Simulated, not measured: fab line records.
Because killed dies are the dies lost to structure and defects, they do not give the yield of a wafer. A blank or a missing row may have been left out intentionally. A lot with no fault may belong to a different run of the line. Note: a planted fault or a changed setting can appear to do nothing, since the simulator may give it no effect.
Which tool is to blame? | flow sky130 | 18 wafers sampled from 6 lots at 1 step of a route of 708

WHAT EACH GAUGE READ, for each wafer
SKY_SONOS_TUNNEL_OVL_MEAS_08.
lot  | measured     | on         | SONOS_TUNNEL_OVL (nm)
L533 | day 11 03:29 | overlay-01 | -1.0 -0.9 -2.1
L535 | day 12 16:12 | overlay-02 | -1.0 0.0 -1.7
L537 | day 13 08:15 | overlay-01 | -0.9 0.4 0.3
L545 | day 15 12:50 | overlay-01 | -2.1 -2.5 -2.4
L551 | day 17 17:52 | overlay-01 | -2.0 -2.5 -1.8
L552 | day 18 19:31 | overlay-01 | -0.5 -1.3 -0.1

EACH LOT AND THE TOOL THAT RAN IT (in order: tool; ch and the chambers of the sampled wafers; start)
Before these readings, the record contains no process step.

THE ANSWER, worked out from the rows above alone
Rule: what is usual is taken from the lots themselves. Put in order of their means at a reading, lots are off if they are a third of the lots or fewer, leave a main group of 4 or more, and stand apart from it by a gap of 3 or more times the standard deviation of the main group's means; of several such gaps the widest counts. The tables above print the reading to a certain number of digits; a main group whose means all agree to those digits is not used. A lot without any number at a reading at which 4 lots or more have one is off too. All remaining lots with rows at the step are treated as sound.
No lot is off on any of the readings shown, so nothing can be concluded from this.

WHAT THE SIMULATOR HAD INSERTED
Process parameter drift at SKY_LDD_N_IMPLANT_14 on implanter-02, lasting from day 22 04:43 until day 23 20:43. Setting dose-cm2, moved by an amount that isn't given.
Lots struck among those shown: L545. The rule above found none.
